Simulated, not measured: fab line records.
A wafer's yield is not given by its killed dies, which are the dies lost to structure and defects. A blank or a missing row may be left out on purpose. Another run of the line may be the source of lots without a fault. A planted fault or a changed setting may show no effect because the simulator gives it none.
fab line records | flow sky130
[record] lots = 13 | wafers = 39 | lastDay = 50
route steps=708 shown VT_ADJUST_HVTP@89 VT_ADJUST_LVTN@107 VIA1@470 METAL2@499
lots that met no fault: from a run of the same line without faults
startH: the number of hours between the record's first day and the start of the first shown wafer of the lot | waitH: hours from the lot's prior step to this one | " repeats the value in the row above | L1.1+2: a row that stands for several wafers | - value missing, or start not given | * or withheld: withheld | < > ~ a bound
route shown NAME@n: a module of which the file shows steps, and the number in the route of the first | usual: average and standard deviation across the fault-free wafers | same: alike in all rows | chamber/n: place in a boat | sites: readings site by site | _std_site: how widely they spread, as a standard deviation | _edge_site: inner sites' mean taken away from outer sites' mean | radiusMm: how far each site lies from the wafer's centre | mask NAME#n: copy n | behind: the most recent tool/chamber to have shaped the wafer | hold: why the lot went on hold/how many hours it stayed there/how the hold came to an end | device: the n, p or np transistor that did not switch | end of line: at the end of the route, the tests of the same wafers | a step with no rows: only its recipe | killed: the dies lost at the first sort to structure and to defects; this is not the yield of the wafer | map: a wafer's dies, marking killed ones x, the rest . and places with no die _
set.NAME: the setting as run; set.NAME@STEP: as run at that earlier step | model.NAME: the simulator's own value behind a step, which no gauge read
a sample of lots followed through the steps of the route, with each step as a table and each wafer as a row
services: from which hour (startH, from the record's first day; less than 0 if before it) a tool's chamber was out of use, for how many hours, and why
[[steps]]
[step SKY_VT_ADJUST_HVTP_EXPOSE_04]
[recipe] maskId = HVTPM | na = 0.6 | sourceShape = conventional | sigmaOuter = 0.6 | polarization = unpolarized | targetCdNm = 380 | doseMj = 140
lot.wafer  | tool            | chamber | startH | waitH | mask
L796.2+4+6 | ilineStepper-02 | 0       | 111.69 | -     | HVTPM#0
L797.1+2+5 | ilineStepper-01 | 0       | 119.91 | -     | HVTPM#0
L798.3+4+6 | ilineStepper-01 | 0       | 126.95 | -     | HVTPM#0
L799.2+3+6 | ilineStepper-01 | 0       | 130.47 | -     | HVTPM#0
L800.1+5+6 | ilineStepper-02 | 0       | 137.18 | -     | HVTPM#0
L801.1+2+3 | ilineStepper-02 | 0       | 142.14 | -     | HVTPM#0
L802.3+4+5 | ilineStepper-02 | 0       | 152.31 | -     | HVTPM#0
L803.3+5+6 | ilineStepper-02 | 0       | 161.81 | -     | HVTPM#0
L806.1+2+5 | ilineStepper-01 | 0       | 180.27 | -     | HVTPM#0
L807.1+4+5 | ilineStepper-02 | 0       | 186.17 | -     | NWM_COMPLEMENT_LESS_NATIVE#0
L812.1+3+4 | ilineStepper-02 | 0       | 213.84 | -     | HVTPM#0
L817.3+4+5 | ilineStepper-02 | 0       | 241.03 | -     | HVTPM#0
L818.2+4+5 | ilineStepper-02 | 0       | 248.61 | -     | HVTPM#0
[step SKY_VT_ADJUST_HVTP_CD_MEAS_07]
[recipe] targetCdNm = 380
[usual] cdNm = 380/3.1
lot.wafer | tool     | chamber | startH | waitH | cdNm
L796.2    | cdSem-02 | -       | 121.36 | 0.1   | 377
L796.4    | "        | -       | "      | "     | 378
L796.6    | "        | -       | "      | "     | 377
L797.1    | cdSem-02 | -       | 129.12 | 0.1   | 386
L797.2    | "        | -       | "      | "     | 382
L797.5    | "        | -       | "      | "     | 383
L798.3    | cdSem-02 | -       | 136.31 | 0.1   | 380
L798.4    | "        | -       | "      | "     | 382
L798.6    | "        | -       | "      | "     | 380
L799.2    | cdSem-01 | -       | 140.11 | 0.1   | 381
L799.3    | "        | -       | "      | "     | 381
L799.6    | "        | -       | "      | "     | 382
L800.1    | cdSem-01 | -       | 147.39 | 0.1   | 381
L800.5    | "        | -       | "      | "     | 382
L800.6    | "        | -       | "      | "     | 382
L801.1    | cdSem-02 | -       | 151.67 | 0.1   | 381
L801.2    | "        | -       | "      | "     | 382
L801.3    | "        | -       | "      | "     | 387
L802.3    | cdSem-02 | -       | 161.68 | 0.1   | 378
L802.4    | "        | -       | "      | "     | 377
L802.5    | "        | -       | "      | "     | 377
L803.3    | cdSem-02 | -       | 171.33 | 0.1   | 382
L803.5    | "        | -       | "      | "     | 379
L803.6    | "        | -       | "      | "     | 382
L806.1    | cdSem-01 | -       | 190.41 | 0.1   | 380
L806.2    | "        | -       | "      | "     | 378
L806.5    | "        | -       | "      | "     | 380
L807.1    | cdSem-02 | -       | 196.17 | 0.1   | -
L807.4    | "        | -       | "      | "     | -
L807.5    | "        | -       | "      | "     | -
L812.1    | cdSem-01 | -       | 224.62 | 0.1   | 373
L812.3    | "        | -       | "      | "     | 372
L812.4    | "        | -       | "      | "     | 377
L817.3    | cdSem-01 | -       | 252.00 | 0.1   | 382
L817.4    | "        | -       | "      | "     | 379
L817.5    | "        | -       | "      | "     | 383
L818.2    | cdSem-01 | -       | 259.86 | 0.1   | 381
L818.4    | "        | -       | "      | "     | 378
L818.5    | "        | -       | "      | "     | 380
[step SKY_VT_ADJUST_HVTP_TW_MEAS_11]
[usual] VT_ADJUST_HVTP_TW = 1353/11
lot.wafer | tool         | chamber | startH | waitH | VT_ADJUST_HVTP_TW
L796.2    | filmMetro-02 | -       | 121.75 | 0.1   | 1367
L796.4    | "            | -       | "      | "     | 1362
L796.6    | "            | -       | "      | "     | 1365
L797.1    | filmMetro-04 | -       | 129.53 | 0.1   | 1358
L797.2    | "            | -       | "      | "     | 1363
L797.5    | "            | -       | "      | "     | 1361
L798.3    | filmMetro-04 | -       | 136.70 | 0.1   | 1353
L798.4    | "            | -       | "      | "     | 1356
L798.6    | "            | -       | "      | "     | 1363
L799.2    | filmMetro-02 | -       | 140.50 | 0.1   | 1357
L799.3    | "            | -       | "      | "     | 1370
L799.6    | "            | -       | "      | "     | 1370
L800.1    | filmMetro-02 | -       | 147.79 | 0.1   | 1359
L800.5    | "            | -       | "      | "     | 1364
L800.6    | "            | -       | "      | "     | 1362
L801.1    | filmMetro-04 | -       | 152.12 | 0.1   | 1352
L801.2    | "            | -       | "      | "     | 1361
L801.3    | "            | -       | "      | "     | 1357
L802.3    | filmMetro-02 | -       | 162.06 | 0.1   | 1368
L802.4    | "            | -       | "      | "     | 1367
L802.5    | "            | -       | "      | "     | 1365
L803.3    | filmMetro-01 | -       | 171.71 | 0.1   | 1345
L803.5    | "            | -       | "      | "     | 1347
L803.6    | "            | -       | "      | "     | 1341
L806.1    | filmMetro-02 | -       | 190.81 | 0.1   | 1354
L806.2    | "            | -       | "      | "     | 1356
L806.5    | "            | -       | "      | "     | 1344
L807.1    | filmMetro-04 | -       | 196.58 | 0.1   | 30
L807.4    | "            | -       | "      | "     | 30
L807.5    | "            | -       | "      | "     | 30
L812.1    | filmMetro-01 | -       | 225.03 | 0.1   | 1345
L812.3    | "            | -       | "      | "     | 1345
L812.4    | "            | -       | "      | "     | 1341
L817.3    | filmMetro-02 | -       | 252.38 | 0.1   | 1352
L817.4    | "            | -       | "      | "     | 1355
L817.5    | "            | -       | "      | "     | 1352
L818.2    | filmMetro-02 | -       | 260.25 | 0.1   | 1347
L818.4    | "            | -       | "      | "     | 1347
L818.5    | "            | -       | "      | "     | 1350
[step SKY_VT_ADJUST_LVTN_TW_MEAS_10]
[usual] VT_ADJUST_LVTN_TW = 242.5/2.6
lot.wafer | tool         | chamber | startH | waitH | VT_ADJUST_LVTN_TW
L796.2    | filmMetro-04 | -       | 140.41 | 0.1   | 243.8
L796.4    | "            | -       | "      | "     | 244.3
L796.6    | "            | -       | "      | "     | 242.7
L797.1    | filmMetro-04 | -       | 149.30 | 0.1   | 241.7
L797.2    | "            | -       | "      | "     | 242.2
L797.5    | "            | -       | "      | "     | 241.0
L798.3    | filmMetro-03 | -       | 157.12 | 0.1   | 247.2
L798.4    | "            | -       | "      | "     | 247.1
L798.6    | "            | -       | "      | "     | 244.9
L799.2    | filmMetro-03 | -       | 160.87 | 0.1   | 245.1
L799.3    | "            | -       | "      | "     | 246.3
L799.6    | "            | -       | "      | "     | 245.9
L800.1    | filmMetro-03 | -       | 167.54 | 0.1   | 246.1
L800.5    | "            | -       | "      | "     | 247.9
L800.6    | "            | -       | "      | "     | 246.3
L801.1    | filmMetro-01 | -       | 171.16 | 0.1   | 238.6
L801.2    | "            | -       | "      | "     | 239.1
L801.3    | "            | -       | "      | "     | 238.6
L802.3    | filmMetro-04 | -       | 183.01 | 0.1   | 241.5
L802.4    | "            | -       | "      | "     | 242.3
L802.5    | "            | -       | "      | "     | 240.6
L803.3    | filmMetro-04 | -       | 193.28 | 0.1   | 243.1
L803.5    | "            | -       | "      | "     | 241.3
L803.6    | "            | -       | "      | "     | 243.9
L806.1    | filmMetro-03 | -       | 212.90 | 0.1   | 244.1
L806.2    | "            | -       | "      | "     | 244.7
L806.5    | "            | -       | "      | "     | 244.5
L807.1    | filmMetro-01 | -       | 218.50 | 0.1   | 1345.3
L807.4    | "            | -       | "      | "     | 1340.8
L807.5    | "            | -       | "      | "     | 1340.6
L812.1    | filmMetro-01 | -       | 248.05 | 0.1   | 239.1
L812.3    | "            | -       | "      | "     | 238.7
L812.4    | "            | -       | "      | "     | 239.7
L817.3    | filmMetro-04 | -       | 277.33 | 0.1   | 241.3
L817.4    | "            | -       | "      | "     | 242.6
L817.5    | "            | -       | "      | "     | 241.8
L818.2    | filmMetro-03 | -       | 284.82 | 0.1   | 244.3
L818.4    | "            | -       | "      | "     | 245.7
L818.5    | "            | -       | "      | "     | 245.4
[step SKY_VIA1_CD_MEAS_12]
[recipe] targetCdNm = 150
[usual] cdNm = 150.0/1.8
lot.wafer | tool     | chamber | startH | waitH | cdNm
L796.2    | cdSem-01 | -       | 789.66 | -     | 150.0
L796.4    | "        | -       | "      | "     | 150.3
L796.6    | "        | -       | "      | "     | 149.9
L797.1    | cdSem-02 | -       | 799.37 | -     | 150.1
L797.2    | "        | -       | "      | "     | 150.3
L797.5    | "        | -       | "      | "     | 150.4
L798.3    | cdSem-02 | -       | 808.31 | -     | 150.5
L798.4    | "        | -       | "      | "     | 149.7
L798.6    | "        | -       | "      | "     | 151.8
L799.2    | cdSem-01 | -       | 822.58 | -     | 149.9
L799.3    | "        | -       | "      | "     | 149.9
L799.6    | "        | -       | "      | "     | 149.4
L800.1    | cdSem-01 | -       | 823.51 | -     | 148.5
L800.5    | "        | -       | "      | "     | 145.8
L800.6    | "        | -       | "      | "     | 148.5
L801.1    | cdSem-01 | -       | 833.12 | -     | 149.5
L801.2    | "        | -       | "      | "     | 148.9
L801.3    | "        | -       | "      | "     | 149.7
L802.3    | cdSem-01 | -       | 846.46 | -     | 150.5
L802.4    | "        | -       | "      | "     | 150.4
L802.5    | "        | -       | "      | "     | 150.6
L803.3    | cdSem-01 | -       | 851.36 | -     | 147.4
L803.5    | "        | -       | "      | "     | 148.7
L803.6    | "        | -       | "      | "     | 146.7
L806.1    | cdSem-01 | -       | 895.09 | -     | 148.7
L806.2    | "        | -       | "      | "     | 149.6
L806.5    | "        | -       | "      | "     | 148.5
L807.1    | cdSem-02 | -       | 898.89 | -     | 151.4
L807.4    | "        | -       | "      | "     | 153.3
L807.5    | "        | -       | "      | "     | 151.8
L812.1    | cdSem-01 | -       | 916.79 | -     | 152.0
L812.3    | "        | -       | "      | "     | 150.8
L812.4    | "        | -       | "      | "     | 149.1
L817.3    | cdSem-02 | -       | 949.91 | -     | 149.9
L817.4    | "        | -       | "      | "     | 150.6
L817.5    | "        | -       | "      | "     | 150.6
L818.2    | cdSem-01 | -       | 956.14 | -     | 153.8
L818.4    | "        | -       | "      | "     | 152.6
L818.5    | "        | -       | "      | "     | 153.2
[step SKY_VIA1_SPUTTER_20]
[recipe] material = TiN | targetThkNm = 20 | chamberPressurePa = 5 | powerW = 4000 | timeS = 80
[usual] throttleValvePct = 29.8/0.87
lot.wafer | tool          | chamber | startH | waitH | throttleValvePct
L796.2    | pvdSputter-02 | -       | 790.47 | 0.0   | 30.3
L796.4    | "             | -       | "      | "     | 28.6
L796.6    | "             | -       | "      | "     | 30.1
L797.1    | pvdSputter-04 | -       | 800.21 | 0.0   | 28.7
L797.2    | "             | -       | "      | "     | 30.4
L797.5    | "             | -       | "      | "     | 28.9
L798.3    | pvdSputter-01 | -       | 809.14 | 0.0   | 29.7
L798.4    | "             | -       | "      | "     | 28.3
L798.6    | "             | -       | "      | "     | 31.9
L799.2    | pvdSputter-01 | -       | 823.40 | 0.0   | 28.4
L799.3    | "             | -       | "      | "     | 29.9
L799.6    | "             | -       | "      | "     | 32.3
L800.1    | pvdSputter-02 | -       | 824.35 | 0.0   | 30.2
L800.5    | "             | -       | "      | "     | 28.6
L800.6    | "             | -       | "      | "     | 30.4
L801.1    | pvdSputter-02 | -       | 833.96 | 0.0   | 28.4
L801.2    | "             | -       | "      | "     | 30.1
L801.3    | "             | -       | "      | "     | 30.4
L802.3    | pvdSputter-04 | -       | 847.33 | 0.0   | 30.3
L802.4    | "             | -       | "      | "     | 30.0
L802.5    | "             | -       | "      | "     | 30.5
L803.3    | pvdSputter-02 | -       | 852.20 | 0.0   | 28.4
L803.5    | "             | -       | "      | "     | 30.3
L803.6    | "             | -       | "      | "     | 28.4
L806.1    | pvdSputter-02 | -       | 895.93 | 0.0   | 30.4
L806.2    | "             | -       | "      | "     | 30.3
L806.5    | "             | -       | "      | "     | 30.1
L807.1    | pvdSputter-04 | -       | 899.75 | 0.0   | 29.9
L807.4    | "             | -       | "      | "     | 30.4
L807.5    | "             | -       | "      | "     | 30.2
L812.1    | pvdSputter-04 | -       | 917.63 | 0.0   | 30.1
L812.3    | "             | -       | "      | "     | 30.1
L812.4    | "             | -       | "      | "     | 30.4
L817.3    | pvdSputter-04 | -       | 950.77 | 0.0   | 30.0
L817.4    | "             | -       | "      | "     | 28.8
L817.5    | "             | -       | "      | "     | 30.2
L818.2    | pvdSputter-04 | -       | 956.97 | 0.0   | 28.6
L818.4    | "             | -       | "      | "     | 30.4
L818.5    | "             | -       | "      | "     | 30.1
[step SKY_METAL2_OVL_MEAS_16]
[usual] METAL2_OVL = 0/4.2
lot.wafer | tool       | chamber | startH | waitH | METAL2_OVL[nm]
L796.2    | overlay-01 | -       | 818.18 | 0.1   | 5
L796.4    | "          | -       | "      | "     | -5
L796.6    | "          | -       | "      | "     | 1
L797.1    | overlay-02 | -       | 827.81 | 0.1   | 0
L797.2    | "          | -       | "      | "     | 4
L797.5    | "          | -       | "      | "     | 5
L798.3    | overlay-01 | -       | 836.62 | 0.1   | 5
L798.4    | "          | -       | "      | "     | 5
L798.6    | "          | -       | "      | "     | 4
L799.2    | overlay-02 | -       | 849.99 | 0.1   | 0
L799.3    | "          | -       | "      | "     | 2
L799.6    | "          | -       | "      | "     | -1
L800.1    | overlay-01 | -       | 850.98 | 0.1   | 0
L800.5    | "          | -       | "      | "     | 4
L800.6    | "          | -       | "      | "     | 2
L801.1    | overlay-02 | -       | 860.44 | 0.1   | -5
L801.2    | "          | -       | "      | "     | -4
L801.3    | "          | -       | "      | "     | 3
L802.3    | overlay-01 | -       | 874.85 | 0.1   | -5
L802.4    | "          | -       | "      | "     | -9
L802.5    | "          | -       | "      | "     | -10
L803.3    | overlay-01 | -       | 879.35 | 0.1   | 6
L803.5    | "          | -       | "      | "     | 0
L803.6    | "          | -       | "      | "     | 9
L806.1    | overlay-01 | -       | 922.29 | 0.1   | -1
L806.2    | "          | -       | "      | "     | -2
L806.5    | "          | -       | "      | "     | -6
L807.1    | overlay-01 | -       | 925.43 | 0.1   | -4
L807.4    | "          | -       | "      | "     | -3
L807.5    | "          | -       | "      | "     | -3
L812.1    | overlay-02 | -       | 943.88 | 0.1   | 7
L812.3    | "          | -       | "      | "     | 2
L812.4    | "          | -       | "      | "     | 3
L817.3    | overlay-01 | -       | 975.32 | 0.1   | -7
L817.4    | "          | -       | "      | "     | -5
L817.5    | "          | -       | "      | "     | -10
L818.2    | overlay-02 | -       | 981.66 | 0.1   | -2
L818.4    | "          | -       | "      | "     | -3
L818.5    | "          | -       | "      | "     | -4
[[services]]
tool            | chamber | startH | hours | kind
ilineStepper-01 | -       | 96.57  | 1.7   | pm
ilineStepper-02 | -       | 115.95 | 19.9  | repair
ilineStepper-02 | -       | 121.43 | 2.6   | repair
ilineStepper-02 | -       | 139.81 | 1.7   | pm
pvdSputter-01   | -       | 172.68 | 2.8   | repair
pvdSputter-02   | -       | 202.88 | 1.1   | repair
ilineStepper-02 | -       | 204.29 | 2.1   | pm
ilineStepper-01 | -       | 237.62 | 8.9   | pm
ilineStepper-01 | -       | 314.75 | 1.7   | pm
ilineStepper-02 | -       | 357.99 | 1.7   | pm
pvdSputter-04   | -       | 423.63 | 2.7   | repair
pvdSputter-02   | -       | 506.02 | 5.9   | repair
ilineStepper-01 | -       | 531.01 | 2.1   | pm
ilineStepper-01 | -       | 533.09 | 1.7   | pm
pvdSputter-02   | -       | 547.53 | 0.8   | repair
ilineStepper-02 | -       | 576.17 | 1.7   | pm
ilineStepper-02 | -       | 674.82 | 10.5  | repair
pvdSputter-02   | -       | 740.16 | 2.5   | repair
ilineStepper-01 | -       | 751.11 | 1.7   | pm
pvdSputter-02   | -       | 766.08 | 0.8   | repair
pvdSputter-04   | -       | 792.95 | 4.2   | repair
ilineStepper-02 | -       | 794.35 | 1.7   | pm
ilineStepper-02 | -       | 845.32 | 4.3   | repair
ilineStepper-01 | -       | 857.26 | 5.0   | repair
[[key]]
[firstSign] step = SKY_VT_ADJUST_HVTP_EXPOSE_04 | reading = mask | direction = changed
[effect] step = SKY_VT_ADJUST_HVTP_CD_MEAS_07 | reading = cdNm | direction = missing
[effect] step = SKY_VT_ADJUST_HVTP_TW_MEAS_11 | reading = VT_ADJUST_HVTP_TW | direction = down | sigmas = 99+ | usual = 1353 | struck = 30
[effect] step = SKY_VT_ADJUST_LVTN_TW_MEAS_10 | reading = VT_ADJUST_LVTN_TW | direction = up | sigmas = 99+ | usual = 242.5 | struck = 1342.2
metAt SKY_VT_ADJUST_HVTP_EXPOSE_04
struckLots L807
sortLeftOut L807.1,L807.4,L807.5
testerLeftOut L807
notActingAt SKY_VIA1_CD_MEAS_12,SKY_VIA1_SPUTTER_20,SKY_METAL2_OVL_MEAS_16
onsetBetween 161.81 186.17
[fault] kind = wrongMask | tool = any | chamber = - | onsetH = 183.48 | steps = SKY_VT_ADJUST_HVTP_EXPOSE_04 | auxCopy = NWM_COMPLEMENT_LESS_NATIVE#0 | scope = struckLotsOnly
// testerLeftOut: of these lots the tester's yield and bins aren't shown, on N5 and GAA mostly nor the transistor test; their killed dies are dies lost to structure and defects alone, not to doping, threshold or leakage, so they don't give the yield
// sortLeftOut: the simulated sort isn't trusted on such a fault, so these wafers' sort isn't shown, and their yield isn't known
